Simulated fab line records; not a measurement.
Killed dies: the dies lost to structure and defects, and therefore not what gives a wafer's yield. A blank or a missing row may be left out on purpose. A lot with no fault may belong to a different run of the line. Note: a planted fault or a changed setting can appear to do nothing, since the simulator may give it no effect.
The tool behind it: which one? | flow sky130 | 13 lots, 39 wafers sampled, at 4 steps of a route of 708

== WHAT EACH GAUGE READ, for each wafer ==
SKY_PASSIVATION_THK_MEAS_03.
lot  | measured     | on            | PASSIVATION_CVD_02_THK (nm)
L540 | day 43 13:03 | film_metro-04 | 534 529 539
L542 | day 44 00:49 | film_metro-03 | 540 533 534
L544 | day 44 15:27 | film_metro-04 | 527 535 539
L546 | day 46 05:50 | film_metro-02 | 537 544 547
L547 | day 46 05:12 | film_metro-04 | 534 544 551
L548 | day 46 03:39 | film_metro-02 | 537 548 552
L549 | day 46 10:25 | film_metro-02 | 529 528 531
L550 | day 46 11:53 | film_metro-03 | 535 547 535
L552 | day 46 19:37 | film_metro-03 | 529 546 546
L560 | day 48 21:29 | film_metro-02 | 548 542 548
L561 | day 48 23:49 | film_metro-03 | 539 537 553
L562 | day 49 02:59 | film_metro-04 | 555 541 550
L563 | day 50 06:44 | film_metro-04 | 552 557 552

== EACH LOT AND THE TOOL THAT RAN IT (in order: tool; ch and the chambers of the sampled wafers; start) ==
lot  | SKY_GATE_OXIDE_CLEAN_00         | SKY_VIA4_STRIP_13                    | SKY_METAL5_SPUTTER_04
L540 | wet_bench-04 ch 3, day 12 09:59 | plasma_asher-04 ch 0,1, day 42 11:39 | pvd_sputter-04, day 42 13:11
L542 | wet_bench-01 ch 2, day 13 05:41 | plasma_asher-04 ch 0,1, day 43 00:45 | pvd_sputter-04, day 43 02:10
L544 | wet_bench-03 ch 1, day 14 00:25 | plasma_asher-01 ch 0, day 43 14:07   | pvd_sputter-02, day 43 15:31
L546 | wet_bench-01 ch 2, day 15 09:19 | plasma_asher-04 ch 0,1, day 45 05:54 | pvd_sputter-02, day 45 07:46
L547 | wet_bench-01 ch 2, day 15 09:38 | plasma_asher-01 ch 0,1, day 45 05:41 | pvd_sputter-01, day 45 07:10
L548 | wet_bench-01 ch 0, day 15 09:56 | plasma_asher-04 ch 0,1, day 45 04:12 | pvd_sputter-01, day 45 05:36
L549 | wet_bench-01 ch 0, day 15 22:50 | plasma_asher-01 ch 0,1, day 45 11:15 | pvd_sputter-04, day 45 12:42
L550 | wet_bench-03 ch 0, day 16 03:56 | plasma_asher-02 ch 0,1, day 45 12:41 | pvd_sputter-02, day 45 14:12
L552 | wet_bench-01 ch 0, day 16 19:55 | plasma_asher-04 ch 0,1, day 45 20:56 | pvd_sputter-04, day 45 22:20
L560 | wet_bench-04 ch 2, day 19 06:49 | plasma_asher-01 ch 0,1, day 48 00:09 | pvd_sputter-02, day 48 01:33
L561 | wet_bench-01 ch 2, day 19 13:08 | plasma_asher-01 ch 0,1, day 48 02:40 | pvd_sputter-02, day 48 04:07
L562 | wet_bench-01 ch 2, day 20 04:01 | plasma_asher-04 ch 0,1, day 48 05:29 | pvd_sputter-01, day 48 07:11
L563 | wet_bench-03 ch 1, day 20 15:10 | plasma_asher-01 ch 0, day 49 11:19   | pvd_sputter-01, day 49 12:52
- SKY_GATE_OXIDE_CLEAN_00: cleans in SC1/SC2, time 150 s.
- SKY_VIA4_STRIP_13: strips in O2/N2.
- SKY_METAL5_SPUTTER_04: material TiN, target thk 70 nm, time 58.3 s.

== AS READ BY THE TOOLS THEMSELVES (means over the sampled wafers that have a number; for cases with no such wafer, the mark the record gives instead) ==
SKY_GATE_OXIDE_CLEAN_00.
lot  | tool         | temp_c (C)
L540 | wet_bench-04 | 69.82
L542 | wet_bench-01 | 69.97
L544 | wet_bench-03 | 70.00
L546 | wet_bench-01 | 70.11
L547 | wet_bench-01 | 69.98
L548 | wet_bench-01 | 70.05
L549 | wet_bench-01 | 70.01
L550 | wet_bench-03 | 70.04
L552 | wet_bench-01 | 70.06
L560 | wet_bench-04 | 69.92
L561 | wet_bench-01 | 70.02
L562 | wet_bench-01 | 70.05
L563 | wet_bench-03 | 69.85

SKY_VIA4_STRIP_13.
lot  | tool            | drypump_motor_current_A (A) | o2_flow_sccm (sccm) | oes_product_au (a.u.) | strip_time_to_endpoint_s (s)
L540 | plasma_asher-04 | 5.7                         | 3002                | 0.708                 | 12.782
L542 | plasma_asher-04 | 5.5                         | 3002                | 0.711                 | 12.809
L544 | plasma_asher-01 | 5.5                         | 2987                | 0.712                 | 12.804
L546 | plasma_asher-04 | 5.5                         | 2996                | 0.706                 | 12.781
L547 | plasma_asher-01 | 5.8                         | 3004                | 0.708                 | 12.800
L548 | plasma_asher-04 | 5.7                         | 3009                | 0.708                 | 12.808
L549 | plasma_asher-01 | 5.8                         | 3001                | 0.713                 | 12.773
L550 | plasma_asher-02 | 6.2                         | 3005                | 0.714                 | 12.805
L552 | plasma_asher-04 | 5.5                         | 2994                | 0.707                 | 12.803
L560 | plasma_asher-01 | 5.8                         | 3008                | 0.714                 | 12.802
L561 | plasma_asher-01 | 6.0                         | 3003                | 0.711                 | 12.798
L562 | plasma_asher-04 | 5.5                         | 3004                | 0.706                 | 12.797
L563 | plasma_asher-01 | 5.5                         | 2997                | 0.712                 | 12.828

SKY_METAL5_SPUTTER_04.
lot  | tool           | throttle_valve_pct (%)
L540 | pvd_sputter-04 | 29.6
L542 | pvd_sputter-04 | 31.2
L544 | pvd_sputter-02 | 29.7
L546 | pvd_sputter-02 | 30.2
L547 | pvd_sputter-01 | 31.0
L548 | pvd_sputter-01 | 30.8
L549 | pvd_sputter-04 | 30.9
L550 | pvd_sputter-02 | 29.9
L552 | pvd_sputter-04 | 30.8
L560 | pvd_sputter-02 | 30.1
L561 | pvd_sputter-02 | 29.6
L562 | pvd_sputter-01 | 30.7
L563 | pvd_sputter-01 | 30.8

== THE ANSWER, worked out from the rows above alone ==
Rule: the lots themselves supply what counts as usual. Put in order of their means at a reading, lots are off if they are a third of the lots or fewer, leave a main group of 4 or more, and stand apart from it by a gap of 3 or more times the standard deviation of the main group's means; of several such gaps the widest counts. If all means in a main group match to the digits the tables above print for the reading, that group is not used. Also off: a lot with no number at a reading for which 4 or more lots have one. Any other lot the step has rows for is counted as sound. The gauges are gone through in route order, then the tools' own readings, and for those a lot's mean is taken as printed above. The first step at which some lot is off is used, and at that step the reading that is off furthest; a lot without a number counts as furthest.
No lot is off at any reading shown: from this, nothing can be told.

== WHAT WAS PUT IN BY THE SIMULATOR ==
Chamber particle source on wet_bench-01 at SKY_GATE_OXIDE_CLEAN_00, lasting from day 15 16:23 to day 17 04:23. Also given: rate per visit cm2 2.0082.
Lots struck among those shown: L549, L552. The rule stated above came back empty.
